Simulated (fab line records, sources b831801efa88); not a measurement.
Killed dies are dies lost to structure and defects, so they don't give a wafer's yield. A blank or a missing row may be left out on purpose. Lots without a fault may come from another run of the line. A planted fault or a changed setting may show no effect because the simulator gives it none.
Which tool did it? | flow gf180mcu | 13 lots, 38 wafers sampled, at 4 steps of a route of 602

WHAT THE GAUGES READ, wafer by wafer
GF_V5_BOW_MEAS_05.
lot  | measured     | on            | V5_BOW (um)
L841 | day 26 10:26 | film_metro-03 | 130 140 135
L843 | day 27 01:56 | film_metro-04 | 128 141 138
L844 | day 27 13:10 | film_metro-02 | 136 138 151
L845 | day 27 19:14 | film_metro-03 | 141 142 139
L846 | day 28 03:11 | film_metro-03 | 107 121 122
L847 | day 28 12:07 | film_metro-02 | 132 126 130
L848 | day 28 19:32 | film_metro-02 | 142 137 138
L849 | day 29 02:49 | film_metro-03 | 147 133 136
L854 | day 30 13:32 | film_metro-04 | 129 131
L856 | day 31 02:47 | film_metro-04 | 123 127 131
L857 | day 31 07:15 | film_metro-04 | 146 128 133
L858 | day 31 11:20 | film_metro-04 | 131 139 116
L862 | day 32 10:35 | film_metro-03 | 146 140 122

GF_PASSIVATION_BOW_MEAS_14.
lot  | measured     | on            | PASSIVATION_BOW (um)
L841 | day 29 02:50 | film_metro-01 | 128 138 132
L843 | day 29 16:57 | film_metro-04 | 129 143 143
L844 | day 30 03:17 | film_metro-04 | 146 148 160
L845 | day 30 08:53 | film_metro-03 | 139 140 140
L846 | day 30 17:02 | film_metro-04 | 103 118 117
L847 | day 31 00:12 | film_metro-04 | 135 130 134
L848 | day 31 08:02 | film_metro-04 | 143 138 139
L849 | day 31 13:50 | film_metro-01 | 145 130 133
L854 | day 32 21:31 | film_metro-01 | 126 127
L856 | day 33 10:02 | film_metro-01 | 120 122 126
L857 | day 33 14:32 | film_metro-01 | 153 134 139
L858 | day 33 17:39 | film_metro-01 | 136 144 120
L862 | day 34 13:15 | film_metro-01 | 156 151 134

WHICH TOOL RAN EACH LOT (tool, then ch and the chambers of the sampled wafers, then the start)
lot  | GF_V1_CVD_02                    | GF_TOP_METAL_SPUTTER_03
L841 | pecvd-02 ch 0,1, day 17 04:40   | pvd_sputter-02, day 27 08:54
L843 | pecvd-02 ch 0,2, day 17 22:01   | pvd_sputter-01, day 27 23:45
L844 | pecvd-03 ch 0,1,2, day 18 11:14 | pvd_sputter-04, day 28 10:31
L845 | pecvd-04 ch 0,1,2, day 18 18:05 | pvd_sputter-01, day 28 15:51
L846 | pecvd-02 ch 0,1,2, day 19 04:04 | pvd_sputter-04, day 29 00:19
L847 | pecvd-04 ch 0,2, day 19 15:11   | pvd_sputter-02, day 29 09:00
L848 | pecvd-02 ch 1,2, day 20 01:52   | pvd_sputter-02, day 29 16:26
L849 | pecvd-02 ch 1,2, day 20 11:10   | pvd_sputter-01, day 29 23:11
L854 | pecvd-03 ch 0,1, day 22 05:37   | pvd_sputter-02, day 31 08:55
L856 | pecvd-03 ch 1,2, day 22 21:31   | pvd_sputter-01, day 31 22:26
L857 | pecvd-04 ch 0,2, day 23 02:40   | pvd_sputter-02, day 32 03:00
L858 | pecvd-02 ch 0,1,2, day 23 09:31 | pvd_sputter-04, day 32 05:50
L862 | pecvd-04 ch 0,1, day 24 16:13   | pvd_sputter-02, day 33 03:32
- GF_V1_CVD_02: deposits SiO2 from TEOS, target thk 850 nm, time 94.851 s.
- GF_TOP_METAL_SPUTTER_03: material Ti, target thk 5 nm, time 3.3 s.

WHAT THE TOOLS THEMSELVES READ (means of the sampled wafers that have a number; where no wafer has one, the mark that the record gives instead)
GF_V1_CVD_02.
lot  | tool     | heater_power_outer_w (W) | heater_power_w (W) | susceptor_temp_C (C)
L841 | pecvd-02 | 423                      | 710                | 400.06
L843 | pecvd-02 | 354                      | 601                | 400.14
L844 | pecvd-03 | 332                      | 586                | 400.05
L845 | pecvd-04 | 354                      | 648                | 400.08
L846 | pecvd-02 | 395                      | 664                | 399.93
L847 | pecvd-04 | 402                      | 694                | 399.88
L848 | pecvd-02 | 367                      | 635                | 399.90
L849 | pecvd-02 | 343                      | 616                | 400.14
L854 | pecvd-03 | 380                      | 615                | 399.75
L856 | pecvd-03 | 368                      | 635                | 400.06
L857 | pecvd-04 | 357                      | 642                | 399.83
L858 | pecvd-02 | 367                      | 632                | 400.15
L862 | pecvd-04 | 348                      | 654                | 400.12

GF_TOP_METAL_SPUTTER_03.
lot  | tool           | cathode_dc_power_W (W) | throttle_valve_pct (%)
L841 | pvd_sputter-02 | 2999.8                 | 30.9
L843 | pvd_sputter-01 | 2999.5                 | 31.1
L844 | pvd_sputter-04 | 2999.4                 | 29.6
L845 | pvd_sputter-01 | 3000.2                 | 30.4
L846 | pvd_sputter-04 | 3000.3                 | 29.9
L847 | pvd_sputter-02 | 3000.0                 | 30.4
L848 | pvd_sputter-02 | 2999.6                 | 30.9
L849 | pvd_sputter-01 | 3000.9                 | 30.4
L854 | pvd_sputter-02 | 3000.3                 | 29.3
L856 | pvd_sputter-01 | 3000.1                 | 30.4
L857 | pvd_sputter-02 | 3000.2                 | 29.9
L858 | pvd_sputter-04 | 2999.9                 | 28.2
L862 | pvd_sputter-02 | 2999.8                 | 30.5

THE ANSWER, worked out from the rows above alone
Rule: what is usual is taken from the lots themselves. Put in order of their means at a reading, lots are off if they are a third of the lots or fewer, leave a main group of 4 or more, and stand apart from it by a gap of 3 or more times the standard deviation of the main group's means; of several such gaps the widest counts. A main group whose means are all the same, to the digits that the tables above print for the reading, isn't used. A lot without any number at a reading at which 4 lots or more have one is off too. The other lots that the step has rows for count as sound. The gauges are gone through in route order, then the tools' own readings, and for those a lot's mean is taken as printed above. The first step at which some lot is off is used, and at that step the reading that is off furthest; a lot without a number counts as furthest.
No lot is off at any reading shown: from this, nothing can be told.

WHAT THE SIMULATOR HAD PUT IN
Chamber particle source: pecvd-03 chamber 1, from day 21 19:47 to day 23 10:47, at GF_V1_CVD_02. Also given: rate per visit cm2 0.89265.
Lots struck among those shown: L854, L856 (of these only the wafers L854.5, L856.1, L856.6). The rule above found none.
